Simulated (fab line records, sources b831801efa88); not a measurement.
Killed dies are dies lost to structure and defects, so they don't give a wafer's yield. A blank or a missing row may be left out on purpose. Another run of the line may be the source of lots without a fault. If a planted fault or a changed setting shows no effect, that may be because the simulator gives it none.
fab line records + flow gf180mcu
[record]
- lots = 13
- wafers = 39
- last_day = 34
route steps=602 shown CONTACT@292 V1@338 V2@386
lots that met no fault: from a run of the same line without faults
start_h: the number of hours between the record's first day and the start of the first shown wafer of the lot + wait_h: time in hours since the lot's previous step + " the same as in the row above + L1.1+2: a single row standing in for several wafers + - no value, or no start was given + * or withheld: withheld + < > ~ a bound
route shown NAME@n: names a module that has steps shown in the file, with the first one's number in the route + usual: mean and standard deviation over wafers with no fault + same: alike in all rows + chamber/n: place in a boat + sites: the reading at each site + _std_site: standard deviation across them + _edge_site: mean of outer sites minus mean of inner sites + radius_mm: how far each site lies from the wafer's centre + mask NAME#n: copy n + behind: the most recent tool/chamber to have shaped the wafer + hold: the reason the lot was held/the length of the hold in hours/how it ended + device: the transistor (n, p or np) that didn't switch + end of line: tests run on the same wafers once the route is complete + step lacking rows: just its recipe + killed: dies lost to structure and defects at the first sort, not the wafer's yield + map: per-die view of a wafer (x killed, . not killed, _ where there is no die)
set.NAME: the setting the step ran with; set.NAME@STEP: the setting that earlier step ran with + model.NAME: the simulator's own value behind a step, which no gauge read
steps of the route over a sample of lots; a table a step, a row a wafer
services: a tool's chamber out of use, with start hour (start_h, from the record's first day; less than 0 if before it), hours out, and reason
[[steps]]
[step GF_CONTACT_BOW_MEAS_05]
[recipe]
- mode = bow
[usual]
- CONTACT_BOW = 66/6.8
| lot.wafer | tool          | chamber | start_h | wait_h | CONTACT_BOW[um] |
|-----------|---------------|---------|---------|--------|-----------------|
| L107.1    | film_metro-04 | -       | 357.86  | 0.1    | 78              |
| L107.2    | "             | -       | "       | "      | 68              |
| L107.4    | "             | -       | "       | "      | 79              |
| L108.3    | film_metro-04 | -       | 369.08  | 0.3    | 64              |
| L108.5    | "             | -       | "       | "      | 65              |
| L108.6    | "             | -       | "       | "      | 71              |
| L111.2    | film_metro-04 | -       | 392.83  | 0.3    | 59              |
| L111.3    | "             | -       | "       | "      | 65              |
| L111.4    | "             | -       | "       | "      | 53              |
| L114.1    | film_metro-04 | -       | 420.20  | 0.1    | 63              |
| L114.5    | "             | -       | "       | "      | 85              |
| L114.6    | "             | -       | "       | "      | 64              |
| L118.1    | film_metro-01 | -       | 460.30  | 0.1    | 65              |
| L118.2    | "             | -       | "       | "      | 69              |
| L118.6    | "             | -       | "       | "      | 66              |
| L119.1    | film_metro-04 | -       | 466.74  | 0.2    | 78              |
| L119.2    | "             | -       | "       | "      | 72              |
| L119.5    | "             | -       | "       | "      | 62              |
| L122.1    | film_metro-02 | -       | 488.98  | 0.2    | 54              |
| L122.4    | "             | -       | "       | "      | 64              |
| L122.6    | "             | -       | "       | "      | 65              |
| L123.2    | film_metro-04 | -       | 500.90  | 0.2    | 49              |
| L123.4    | "             | -       | "       | "      | 76              |
| L123.6    | "             | -       | "       | "      | 71              |
| L124.1    | film_metro-02 | -       | 512.70  | 0.1    | 68              |
| L124.3    | "             | -       | "       | "      | 67              |
| L124.4    | "             | -       | "       | "      | 58              |
| L125.1    | film_metro-01 | -       | 513.08  | 0.3    | 68              |
| L125.2    | "             | -       | "       | "      | 76              |
| L125.5    | "             | -       | "       | "      | 63              |
| L126.1    | film_metro-02 | -       | 520.30  | 0.1    | 52              |
| L126.4    | "             | -       | "       | "      | 71              |
| L126.5    | "             | -       | "       | "      | 62              |
| L127.2    | film_metro-01 | -       | 532.68  | 0.3    | 76              |
| L127.3    | "             | -       | "       | "      | 64              |
| L127.4    | "             | -       | "       | "      | 65              |
| L128.2    | film_metro-04 | -       | 539.72  | 0.2    | 65              |
| L128.4    | "             | -       | "       | "      | 66              |
| L128.5    | "             | -       | "       | "      | 63              |
[step GF_V1_THK_MEAS_03]
[recipe]
- reads = SiO2_of_V1_CVD_02
[usual]
- V1_CVD_02_THK = 848/10
| lot.wafer | tool          | chamber | start_h | wait_h | V1_CVD_02_THK[nm] |
|-----------|---------------|---------|---------|--------|-------------------|
| L107.1    | film_metro-03 | -       | 405.34  | 0.0    | 841               |
| L107.2    | "             | -       | "       | "      | 847               |
| L107.4    | "             | -       | "       | "      | 845               |
| L108.3    | film_metro-03 | -       | 418.30  | 0.1    | 841               |
| L108.5    | "             | -       | "       | "      | 849               |
| L108.6    | "             | -       | "       | "      | 857               |
| L111.2    | film_metro-03 | -       | 443.20  | 0.1    | 823               |
| L111.3    | "             | -       | "       | "      | 838               |
| L111.4    | "             | -       | "       | "      | 843               |
| L114.1    | film_metro-03 | -       | 470.96  | 0.0    | 873               |
| L114.5    | "             | -       | "       | "      | 878               |
| L114.6    | "             | -       | "       | "      | 878               |
| L118.1    | film_metro-01 | -       | 511.20  | 0.0    | 843               |
| L118.2    | "             | -       | "       | "      | 841               |
| L118.6    | "             | -       | "       | "      | 854               |
| L119.1    | film_metro-01 | -       | 517.09  | 0.0    | 847               |
| L119.2    | "             | -       | "       | "      | 854               |
| L119.5    | "             | -       | "       | "      | 860               |
| L122.1    | film_metro-02 | -       | 538.63  | 0.0    | 827               |
| L122.4    | "             | -       | "       | "      | 867               |
| L122.6    | "             | -       | "       | "      | 848               |
| L123.2    | film_metro-03 | -       | 549.15  | 0.0    | 830               |
| L123.4    | "             | -       | "       | "      | 852               |
| L123.6    | "             | -       | "       | "      | 847               |
| L124.1    | film_metro-01 | -       | 561.30  | 0.0    | 853               |
| L124.3    | "             | -       | "       | "      | 848               |
| L124.4    | "             | -       | "       | "      | 860               |
| L125.1    | film_metro-03 | -       | 562.95  | 0.0    | 834               |
| L125.2    | "             | -       | "       | "      | 843               |
| L125.5    | "             | -       | "       | "      | 857               |
| L126.1    | film_metro-02 | -       | 567.39  | 0.0    | 833               |
| L126.4    | "             | -       | "       | "      | 841               |
| L126.5    | "             | -       | "       | "      | 844               |
| L127.2    | film_metro-01 | -       | 579.37  | 0.0    | 843               |
| L127.3    | "             | -       | "       | "      | 841               |
| L127.4    | "             | -       | "       | "      | 855               |
| L128.2    | film_metro-03 | -       | 589.25  | 0.0    | 850               |
| L128.4    | "             | -       | "       | "      | 858               |
| L128.5    | "             | -       | "       | "      | 860               |
[step GF_V1_CMP_26]
[recipe]
- stop_on = SiO2
- down_force_psi = 3.5
- platen_rpm = 60
- t_overpolish_s = 15
- target_thk_nm = 0
- pad_velocity_m_s = 0.94248
[usual]
- motor_current_A = 10.8/1.4
- overpolish_run_s = 15.001/0.0085
- retaining_ring_pressure_frac = 1.000/0.0051
- slurry_flow_ml_min = 150.0/0.5
- time_to_endpoint_s = 86/3.4
[same]
- t_overpolish_s = 15
| lot.wafer | tool   | chamber | start_h | wait_h | motor_current_A | overpolish_run_s | retaining_ring_pressure_frac | slurry_flow_ml_min | time_to_endpoint_s |
|-----------|--------|---------|---------|--------|-----------------|------------------|------------------------------|--------------------|--------------------|
| L107.2    | cmp-02 | 2       | 431.35  | 0.1    | 12.0            | 15.002           | 1.003                        | 149.8              | 89                 |
| L107.4    | "      | 3       | "       | "      | 9.3             | 15.000           | 0.993                        | 151.2              | 90                 |
| L107.1    | "      | 0       | "       | "      | 11.6            | 15.011           | 1.005                        | 150.1              | 90                 |
| L108.3    | cmp-02 | 2       | 443.90  | 0.0    | 12.3            | 15.006           | 1.004                        | 149.6              | 88                 |
| L108.5    | "      | 2       | "       | "      | 12.6            | 15.004           | 1.005                        | 150.0              | 89                 |
| L108.6    | "      | 3       | "       | "      | 9.4             | 14.998           | 1.007                        | 150.9              | 87                 |
| L111.2    | cmp-02 | 2       | 469.10  | 0.0    | 12.5            | 15.008           | 1.001                        | 149.8              | 82                 |
| L111.4    | "      | 0       | "       | "      | 12.0            | 15.006           | 0.995                        | 150.5              | 84                 |
| L111.3    | "      | 1       | "       | "      | 10.9            | 0.047            | 0.995                        | 150.3              | 129                |
| L114.1    | cmp-01 | 1       | 496.43  | 0.1    | 9.0             | 14.996           | 1.001                        | 150.7              | 87                 |
| L114.5    | "      | 1       | "       | "      | 9.1             | 15.005           | 1.002                        | 150.1              | 90                 |
| L114.6    | "      | 2       | "       | "      | 9.4             | 14.990           | 0.999                        | 150.3              | 86                 |
| L118.1    | cmp-01 | 2       | 536.43  | 0.1    | 9.6             | 15.000           | 0.999                        | 149.9              | 89                 |
| L118.2    | "      | 3       | "       | "      | 10.3            | 15.005           | 1.002                        | 150.7              | 89                 |
| L118.6    | "      | 2       | "       | "      | 9.8             | 15.003           | 1.006                        | 149.9              | 86                 |
| L119.1    | cmp-01 | 3       | 541.14  | 0.1    | 10.2            | 14.999           | 0.997                        | 149.5              | 84                 |
| L119.2    | "      | 0       | "       | "      | 12.8            | 14.988           | 1.006                        | 149.5              | 83                 |
| L119.5    | "      | 1       | "       | "      | 9.2             | 15.020           | 0.996                        | 149.5              | 87                 |
| L122.1    | cmp-02 | 1       | 563.41  | 0.1    | 11.2            | 15.000           | 0.994                        | 150.3              | 85                 |
| L122.4    | "      | 2       | "       | "      | 12.3            | 15.011           | 0.999                        | 149.6              | 85                 |
| L122.6    | "      | 0       | "       | "      | 12.0            | 15.011           | 1.002                        | 149.5              | 85                 |
| L123.4    | cmp-02 | 3       | 573.08  | 0.1    | 9.2             | 15.004           | 1.005                        | 151.2              | 84                 |
| L123.2    | "      | 0       | "       | "      | 11.8            | 14.996           | 1.005                        | 149.7              | 82                 |
| L123.6    | "      | 2       | "       | "      | 12.4            | 15.010           | 1.005                        | 150.5              | 84                 |
| L124.3    | cmp-01 | 1       | 584.84  | 0.0    | 9.2             | 15.004           | 0.994                        | 149.6              | 87                 |
| L124.1    | "      | 2       | "       | "      | 9.5             | 14.990           | 0.993                        | 150.1              | 84                 |
| L124.4    | "      | 0       | "       | "      | 12.6            | 15.005           | 0.997                        | 150.5              | 86                 |
| L125.1    | cmp-01 | 3       | 586.13  | 0.1    | 10.2            | 15.000           | 0.990                        | 150.4              | 86                 |
| L125.2    | "      | 0       | "       | "      | 12.7            | 14.992           | 0.997                        | 149.7              | 87                 |
| L125.5    | "      | 3       | "       | "      | 10.6            | 14.996           | 0.994                        | 150.5              | 87                 |
| L126.1    | cmp-02 | 0       | 591.19  | 0.1    | 13.0            | 15.012           | 1.009                        | 149.9              | 86                 |
| L126.4    | "      | 1       | "       | "      | 11.2            | 15.002           | 1.003                        | 149.5              | 84                 |
| L126.5    | "      | 3       | "       | "      | 9.3             | 15.007           | 1.006                        | 149.7              | 88                 |
| L127.3    | cmp-02 | 3       | 602.21  | 0.0    | 9.4             | 14.996           | 1.002                        | 150.7              | 84                 |
| L127.2    | "      | 1       | "       | "      | 10.6            | 15.004           | 1.002                        | 150.1              | 81                 |
| L127.4    | "      | 2       | "       | "      | 12.1            | 14.999           | 1.000                        | 149.9              | 88                 |
| L128.4    | cmp-02 | 0       | 611.29  | 0.1    | 12.0            | 14.996           | 1.004                        | 150.3              | 85                 |
| L128.2    | "      | 2       | "       | "      | 13.0            | 14.989           | 1.002                        | 150.7              | 85                 |
| L128.5    | "      | 0       | "       | "      | 12.6            | 15.004           | 0.994                        | 149.9              | 83                 |
[step GF_V2_CMP_04]
[recipe]
- material = SiO2
- down_force_psi = 4
- platen_rpm = 60
- pad_velocity_m_s = 0.94248
[usual]
- motor_current_A = 11.8/1.6
- retaining_ring_pressure_frac = 1.000/0.0045
- slurry_flow_ml_min = 150.0/0.44
- time_to_endpoint_s = 78/5.2
| lot.wafer | tool   | chamber | start_h | wait_h | motor_current_A | retaining_ring_pressure_frac | slurry_flow_ml_min | time_to_endpoint_s |
|-----------|--------|---------|---------|--------|-----------------|------------------------------|--------------------|--------------------|
| L107.2    | cmp-02 | 3       | 457.08  | 0.0    | 9.8             | 1.004                        | 150.4              | 73                 |
| L107.4    | "      | 0       | "       | "      | 13.2            | 0.998                        | 150.9              | 78                 |
| L107.1    | "      | 2       | "       | "      | 13.2            | 1.000                        | 149.9              | 69                 |
| L108.3    | cmp-02 | 3       | 469.69  | 0.0    | 10.7            | 1.006                        | 149.6              | 75                 |
| L108.5    | "      | 3       | "       | "      | 9.9             | 0.999                        | 150.4              | 75                 |
| L108.6    | "      | 0       | "       | "      | 13.5            | 0.996                        | 149.9              | 73                 |
| L111.4    | cmp-01 | 1       | 494.37  | 0.0    | 10.2            | 1.005                        | 149.6              | 85                 |
| L111.2    | "      | 0       | "       | "      | 14.0            | 0.997                        | 150.2              | 76                 |
| L114.1    | cmp-02 | 1       | 521.75  | 0.1    | 12.4            | 0.999                        | 149.4              | 70                 |
| L114.6    | "      | 0       | "       | "      | 12.3            | 0.997                        | 149.8              | 77                 |
| L114.5    | "      | 1       | "       | "      | 11.5            | 0.996                        | 150.0              | 86                 |
| L118.2    | cmp-01 | 2       | 560.23  | 0.0    | 9.9             | 1.008                        | 149.9              | 83                 |
| L118.1    | "      | 0       | "       | "      | 14.7            | 1.000                        | 149.9              | 72                 |
| L118.6    | "      | 2       | "       | "      | 10.0            | 1.002                        | 149.8              | 83                 |
| L119.2    | cmp-02 | 0       | 564.28  | 0.1    | 13.2            | 1.003                        | 150.6              | 77                 |
| L119.1    | "      | 2       | "       | "      | 13.7            | 1.006                        | 149.8              | 76                 |
| L119.5    | "      | 3       | "       | "      | 10.2            | 0.994                        | 150.2              | 79                 |
| L122.1    | cmp-02 | 3       | 586.29  | 0.1    | 10.4            | 1.007                        | 150.1              | 76                 |
| L122.4    | "      | 1       | "       | "      | 11.8            | 1.011                        | 150.4              | 77                 |
| L122.6    | "      | 0       | "       | "      | 13.1            | 1.006                        | 149.6              | 75                 |
| L123.4    | cmp-01 | 3       | 596.17  | 0.0    | 11.2            | 1.002                        | 150.4              | 92                 |
| L123.2    | "      | 2       | "       | "      | 10.1            | 0.994                        | 149.9              | 87                 |
| L123.6    | "      | 0       | "       | "      | 13.8            | 1.000                        | 149.9              | 89                 |
| L124.3    | cmp-01 | 2       | 607.52  | 0.0    | 10.2            | 0.999                        | 150.0              | 79                 |
| L124.4    | "      | 3       | "       | "      | 11.0            | 1.001                        | 149.9              | 87                 |
| L124.1    | "      | 0       | "       | "      | 14.6            | 1.005                        | 151.1              | 78                 |
| L125.1    | cmp-02 | 2       | 608.47  | 0.1    | 13.2            | 0.997                        | 150.0              | 73                 |
| L125.2    | "      | 0       | "       | "      | 13.6            | 0.998                        | 151.3              | 78                 |
| L125.5    | "      | 2       | "       | "      | 12.7            | 0.995                        | 149.9              | 86                 |
| L126.1    | cmp-01 | 3       | 612.91  | 0.1    | 11.0            | 1.002                        | 149.7              | 82                 |
| L126.4    | "      | 0       | "       | "      | 14.5            | 0.997                        | 150.1              | 85                 |
| L126.5    | "      | 3       | "       | "      | 12.2            | 0.998                        | 150.4              | 85                 |
| L127.3    | cmp-01 | 3       | 624.99  | 0.1    | 11.0            | 1.000                        | 150.2              | 85                 |
| L127.2    | "      | 0       | "       | "      | 13.2            | 1.004                        | 150.2              | 79                 |
| L127.4    | "      | 1       | "       | "      | 9.5             | 0.998                        | 148.9              | 89                 |
| L128.2    | cmp-02 | 0       | 633.58  | 0.0    | 13.1            | 1.003                        | 149.3              | 72                 |
| L128.4    | "      | 2       | "       | "      | 13.3            | 0.998                        | 150.3              | 84                 |
| L128.5    | "      | 1       | "       | "      | 12.1            | 1.007                        | 150.1              | 75                 |
[[services]]
| tool   | chamber | start_h | hours | kind                           |
|--------|---------|---------|-------|--------------------------------|
| cmp-02 | -       | 408.00  | -     | consumable_replace:conditioner |
| cmp-02 | -       | 408.00  | -     | consumable_replace:pad         |
| cmp-01 | -       | 412.04  | 4.2   | repair                         |
| cmp-02 | -       | 523.76  | 1.1   | repair                         |
| cmp-02 | -       | 526.91  | 6.9   | pm                             |
| cmp-01 | -       | 541.34  | 3.9   | pm                             |
| cmp-01 | -       | 572.41  | 4.0   | pm                             |
| cmp-01 | -       | 576.41  | -     | consumable_replace:conditioner |
| cmp-01 | -       | 576.41  | -     | consumable_replace:pad         |
| cmp-02 | -       | 578.03  | 0.3   | repair                         |
| cmp-01 | -       | 597.33  | 1.9   | repair                         |
| cmp-01 | -       | 601.74  | 1.7   | repair                         |
| cmp-02 | -       | 622.35  | 2.0   | repair                         |
[[key]]
[first_sign]
- step = GF_V1_CMP_26
- reading = overpolish_run_s
- direction = down
- sigmas = 99+
- usual = 15.001
- struck = 0.047
[effect]
- step = GF_V1_CMP_26
- reading = time_to_endpoint_s
- direction = up
- sigmas = 13
- usual = *
- struck = *
met_at GF_V1_CMP_26
struck_lots L111
struck_wafers L111.3
later_rows_left_out L111.3
sort_left_out L111.3
not_acting_at GF_CONTACT_BOW_MEAS_05,GF_V1_THK_MEAS_03,GF_V2_CMP_04
[fault]
- kind = process_parameter_drift
- tool = cmp-02
- chamber = 1
- onset_h = 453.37
- steps = GF_V1_CMP_26
- channel = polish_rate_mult
- offset = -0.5
- shape = step
- end_h = 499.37
// sort_left_out: the simulated sort isn't trusted on such a fault, so these wafers' sort isn't shown, and their yield isn't known
// later_rows_left_out: the simulator's readings of these wafers behind a module that went badly wrong aren't trusted and aren't shown, but for the sort
